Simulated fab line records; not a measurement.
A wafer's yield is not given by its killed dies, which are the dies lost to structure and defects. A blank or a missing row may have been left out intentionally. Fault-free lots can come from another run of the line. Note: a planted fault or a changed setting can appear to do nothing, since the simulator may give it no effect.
Chamber matching / flow gf180mcu / GF_V2_CMP_26 on cmp-01: 4 sister chambers
The step polishes, stops on SiO2, t overpolish 15 s, target thk 0 nm. 16 wafers are shown with their chamber, then 8 later ones without.

EACH WAFER AND ITS CHAMBER
wafer=L744.1; chamber=0; motorCurrentA (A)=11.0; timeToEndpointS (s)=88; overpolishRunS (s)=15.003
wafer=L744.5; chamber=0; motorCurrentA (A)=11.1; timeToEndpointS (s)=90; overpolishRunS (s)=15.007
wafer=L744.6; chamber=3; motorCurrentA (A)=13.4; timeToEndpointS (s)=86; overpolishRunS (s)=15.009
wafer=L745.2; chamber=0; motorCurrentA (A)=10.7; timeToEndpointS (s)=84; overpolishRunS (s)=15.002
wafer=L745.5; chamber=2; motorCurrentA (A)=10.7; timeToEndpointS (s)=85; overpolishRunS (s)=14.990
wafer=L745.6; chamber=3; motorCurrentA (A)=13.1; timeToEndpointS (s)=83; overpolishRunS (s)=14.995
wafer=L746.1; chamber=1; motorCurrentA (A)=10.9; timeToEndpointS (s)=80; overpolishRunS (s)=14.995
wafer=L746.2; chamber=3; motorCurrentA (A)=12.6; timeToEndpointS (s)=85; overpolishRunS (s)=15.007
wafer=L746.5; chamber=3; motorCurrentA (A)=13.4; timeToEndpointS (s)=86; overpolishRunS (s)=14.987
wafer=L754.1; chamber=1; motorCurrentA (A)=10.7; timeToEndpointS (s)=81; overpolishRunS (s)=14.996
wafer=L754.3; chamber=3; motorCurrentA (A)=13.1; timeToEndpointS (s)=83; overpolishRunS (s)=14.998
wafer=L754.5; chamber=0; motorCurrentA (A)=10.8; timeToEndpointS (s)=86; overpolishRunS (s)=15.005
wafer=L756.1; chamber=1; motorCurrentA (A)=11.1; timeToEndpointS (s)=78; overpolishRunS (s)=15.004
wafer=L756.5; chamber=3; motorCurrentA (A)=13.4; timeToEndpointS (s)=87; overpolishRunS (s)=15.013
wafer=L756.6; chamber=0; motorCurrentA (A)=11.2; timeToEndpointS (s)=86; overpolishRunS (s)=14.990
wafer=L758.2; chamber=1; motorCurrentA (A)=10.7; timeToEndpointS (s)=83; overpolishRunS (s)=14.999

SIGNATURES, as means of the wafers listed above
reading=motorCurrentA; chamber 0=10.960; chamber 1=10.850; chamber 2=10.700; chamber 3=13.167; scatter within a chamber=0.254
reading=timeToEndpointS; chamber 0=86.80; chamber 1=80.50; chamber 2=85.00; chamber 3=85.00; scatter within a chamber=2
reading=overpolishRunS; chamber 0=15.00140; chamber 1=14.99850; chamber 2=14.99000; chamber 3=15.00150; scatter within a chamber=0.00769
Rule: a wafer's distance from a chamber is the root of the sum, over the readings, of the square of ((its reading less the chamber's mean) divided by the reading's scatter). The wafer belongs to the nearest chamber; if the next one is less than 2 further off, it can't be placed. The scatter: the root of (the sum of the squares of (reading less its chamber's mean) over the shown wafers, divided by (wafers less chambers)).

WAFERS WITH NO CHAMBER GIVEN
wafer=L758.4; motorCurrentA (A)=11.2; timeToEndpointS (s)=87; overpolishRunS (s)=15.004
wafer=L758.5; motorCurrentA (A)=13.2; timeToEndpointS (s)=89; overpolishRunS (s)=15.004
wafer=L765.1; motorCurrentA (A)=13.5; timeToEndpointS (s)=87; overpolishRunS (s)=15.003
wafer=L765.3; motorCurrentA (A)=10.8; timeToEndpointS (s)=88; overpolishRunS (s)=15.006
wafer=L765.6; motorCurrentA (A)=10.7; timeToEndpointS (s)=81; overpolishRunS (s)=15.004
wafer=L767.1; motorCurrentA (A)=13.5; timeToEndpointS (s)=91; overpolishRunS (s)=14.993
wafer=L767.3; motorCurrentA (A)=11.0; timeToEndpointS (s)=81; overpolishRunS (s)=14.984
wafer=L767.5; motorCurrentA (A)=10.9; timeToEndpointS (s)=85; overpolishRunS (s)=14.995

CHAMBER TAKEN BY EACH
wafer=L758.4; from the rows above=can't be placed: 0 or 2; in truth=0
wafer=L758.5; from the rows above=3; in truth=3
wafer=L765.1; from the rows above=3; in truth=3
wafer=L765.3; from the rows above=can't be placed: 0 or 2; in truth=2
wafer=L765.6; from the rows above=can't be placed: 1 or 2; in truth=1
wafer=L767.1; from the rows above=3; in truth=3
wafer=L767.3; from the rows above=can't be placed: 1 or 2 or 0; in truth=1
wafer=L767.5; from the rows above=can't be placed: 2 or 0 or 1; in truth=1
Correctly placed: 3 of 8. Unplaceable from these rows: 5, with the true chamber sitting among the candidates in 5. Number placed wrongly: 0.
